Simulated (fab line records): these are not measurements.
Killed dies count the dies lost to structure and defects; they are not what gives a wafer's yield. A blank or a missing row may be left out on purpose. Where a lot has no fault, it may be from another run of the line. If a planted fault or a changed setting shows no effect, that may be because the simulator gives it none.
Struck lot and sound lot, side by side | flow gf180mcu | 16 steps out of a route of 602
Sound: wafers L567.1, L567.3, L567.6. Struck: wafer L582.6 (L582.2, L582.5, from the same lot, were not struck and are left out); the cause is given at the end.
Per side, at each step with rows, come the tool, then ch with its chambers, and then its first start. Under that, the readings that differ: sound wafers | struck wafers | difference of the means | sigmas: that difference in standard deviations of wafers without a fault.
alike: words and numbers the same on both sides, and readings whose means are apart by under 2 such deviations; not compared: readings that were withheld, readings missing a value for some wafer, numbers with overlapping values and no deviation given by the record, and bounds like >300 which may hide the same value.
The two part at a step that has a row with sigmas, a row that says differs or no value, or rows on one side only. Numbers that don't overlap but have no deviation are shown without sigmas and don't part them. A reading missing from all wafers of one side parts the sides only when that side holds two or more wafers.

first, 3 steps without rows for these wafers: GF_PSD_EXPOSE_04 (exposes mask Pplus, target cd 400 nm); GF_PSD_PEB_05; GF_PSD_DEVELOP_06 (develop time 60 s).
GF_PSD_CD_MEAS_07 targets a cd of 400 nm.
  sound on cd sem-01 at day 15 05:52; struck on cd sem-01 at day 20 14:37
  alike: cd nm
GF_PSD_OVL_MEAS_08:
  sound on overlay-01 at day 15 05:59; struck on overlay-01 at day 20 14:43
  alike: PSD_OVL
after that, 1 step had no rows for these wafers: GF_PSD_IMPLANT_09.
GF_PSD_STRIP_10: strips in O2/N2.
  sound on plasma asher-03 ch 0,1, day 15 06:10; struck on plasma asher-01 ch 1, day 20 14:54
  alike: drypump motor current A, heater power w, oes product au, strip time to endpoint s
  not compared: rf hours counter h
GF_PSD_TW_MEAS_11:
  sound on film metro-01 at day 15 06:16; struck on film metro-01 at day 20 15:01
  alike: PSD_TW
then, 1 step without rows for these wafers: GF_PSD_CLEAN_12 (cleans in SC1/SC2, time 150 s).
GF_PSD_RTA_13: time 20 s.
  sound on rtp anneal-02 ch 0, day 15 06:28; struck on rtp anneal-01 ch 0, day 20 15:07
  reading          | sound                | struck | difference | sigmas
  wafer_temp_C_max | 1032.4 1034.3 1033.1 | 1028.0 | -5.3       | -2
  alike: lamp power pct
GF_PSD_RS_MEAS_14: the measuring method here is four-point-probe.
  sound on film metro-01 at day 15 06:33; struck on film metro-02 at day 20 15:13
  alike: NSD_RS
GF_PSD_RS_MEAS_15: the measuring method here is four-point-probe.
  sound on film metro-01 at day 15 06:40; struck on film metro-02 at day 20 15:20
  alike: PSD_RS
GF_SAB_CVD_00: deposits SiO2 from TEOS, target thk 50 nm, time 4.9302 s.
  sound on pecvd-01 ch 0,1,2, day 15 06:47; struck on pecvd-01 ch 1, day 20 15:26
  alike: heater power w
  not compared: since wet clean h
GF_SAB_THK_MEAS_01:
  sound on film metro-03 at day 15 06:49; struck on film metro-01 at day 20 15:28
  reading             | sound          | struck | difference | sigmas
  SAB_CVD_00_THK (nm) | 49.6 50.4 50.5 | 41.0   | -9.2       | -15
then, 1 step without rows for these wafers: GF_SAB_DEHYDRATE_02 (time 60 s).
-- the record jumps here: 13 days lie between the struck wafers' starts before and after (it left off in module SAB and takes up again in module PASSIVATION, whose first step shown is number 602 of the route) --
GF_PASSIVATION_PROBE_99:
  the record has rows for the struck wafers here (prober-02, day 33 23:29) and none for the sound ones

== WHERE THEY PART ==
At GF_PSD_RTA_13 first; at GF_PASSIVATION_PROBE_99 last (within this record only).

WHY: what had been put in by the simulator
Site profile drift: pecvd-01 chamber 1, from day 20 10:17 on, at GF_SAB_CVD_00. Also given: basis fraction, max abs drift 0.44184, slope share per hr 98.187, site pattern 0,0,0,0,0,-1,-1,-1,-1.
